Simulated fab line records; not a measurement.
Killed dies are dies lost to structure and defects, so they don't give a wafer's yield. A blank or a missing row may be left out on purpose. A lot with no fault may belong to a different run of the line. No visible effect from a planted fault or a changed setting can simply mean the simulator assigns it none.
Struck lot and sound lot, side by side | flow sky130 | 15 steps out of a route of 708
Sound: the wafers L316.1, L316.2, L316.4. The struck wafers were L327.2, L327.3, L327.4. The cause is given at the end.
At each step with rows: each side's tool, then ch and its chambers, then its first start. Under that, the readings that differ: sound wafers | struck wafers | difference of the means | sigmas: that difference in standard deviations of wafers without a fault.
alike: readings whose means differ by less than 2 such deviations, and words and numbers that are the same on both sides. not compared: withheld readings, readings that some wafer has no value for, bounds like >300 that may hide the same value, and numbers for which the record gives no deviation and whose values overlap.
Wherever a step has rows on one side only, a row that says differs or no value, or a row with sigmas, the two part there. Numbers that don't overlap but have no deviation are shown without sigmas and don't part them. A reading that every wafer of one side lacks parts them only if that side has two wafers or more.

SKY_VIA2_BOW_MEAS_03:
  struck on filmMetro-01, day 39 04:26; sound on filmMetro-02, day 35 23:32
  alike: VIA2_BOW
then, 8 steps without rows for these wafers: SKY_VIA2_DEHYDRATE_04 (time 60 s); SKY_VIA2_HMDS_05 (prime time 60 s); SKY_VIA2_COAT_06 (resist thk 60 nm); SKY_VIA2_COAT_07 (resist thk 450 nm); SKY_VIA2_SOFTBAKE_08 (time 90 s); SKY_VIA2_EXPOSE_09 (exposes mask VIM2, target cd 200 nm); SKY_VIA2_PEB_10; SKY_VIA2_DEVELOP_11 (develop time 60 s).
SKY_VIA2_CD_MEAS_12: target cd 200 nm.
  struck on cdSem-02, day 40 05:22; sound on cdSem-01, day 37 02:23
  alike: cdNm
SKY_VIA2_OVL_MEAS_13:
  struck on overlay-01, day 40 05:28; sound on overlay-01, day 37 02:30
reading       | sound    | struck  | difference | sigmas
VIA2_OVL (nm) | -8 -8 -4 | 15 9 12 | +19        | +3
SKY_VIA2_ETCH_14: etches BARC in N2/H2, stops on SiO2, time 45.9 s, target depth 60 nm.
  sound on rieDiel-02 ch 0,1,3, day 37 02:32; struck on rieDiel-02 ch 0,2,3, day 40 05:29
  alike: drypumpMotorCurrentA, oesProductAu, rfFwdPowerW, throttleValvePct
  not compared: rfHoursCounterH
SKY_VIA2_ETCH_15: etches SiO2 in C4F8/O2/Ar, stops on TiN, target depth 546 nm, time 84 s.
  sound on rieDiel-02 ch 0,1,3, day 37 02:35; struck on rieDiel-02 ch 0,2,3, day 40 05:32
reading                                    | sound             | struck            | difference | sigmas
rfFwdPowerW (W)                            | 1494 1479 1495    | 1722 1734 1739    | +242       | +48
model.KrF-thick_of_VIA2_COAT_07.thkNm (nm) | 288.1 285.6 282.8 | 275.6 276.6 279.2 | -8.4       | 
model.TiN_of_METAL2_SPUTTER_04.thkNm (nm)  | 68.65 69.14 69.44 | 67.89 67.34 68.08 | -1.31      | 
  alike: oesProductAu
  not compared: rfHoursCounterH
SKY_VIA2_STRIP_16: strips in O2/N2.
  sound on plasmaAsher-03 ch 0,1, day 37 02:38; struck on plasmaAsher-04 ch 0,1, day 40 05:36
reading                  | sound          | struck         | difference | sigmas
stripTimeToEndpointS (s) | 4.10 4.09 4.04 | 3.95 3.97 3.98 | -0.11      | -3
  alike: drypumpMotorCurrentA, o2FlowSccm, oesProductAu
  not compared: rfHoursCounterH
after that, 1 step had no rows for these wafers: SKY_PAD_OPEN_PROBE_99.

== WHERE THEY PART ==
Last at SKY_VIA2_STRIP_16 as far as this record goes, first at SKY_VIA2_OVL_MEAS_13.

WHY: the cause the simulator had injected
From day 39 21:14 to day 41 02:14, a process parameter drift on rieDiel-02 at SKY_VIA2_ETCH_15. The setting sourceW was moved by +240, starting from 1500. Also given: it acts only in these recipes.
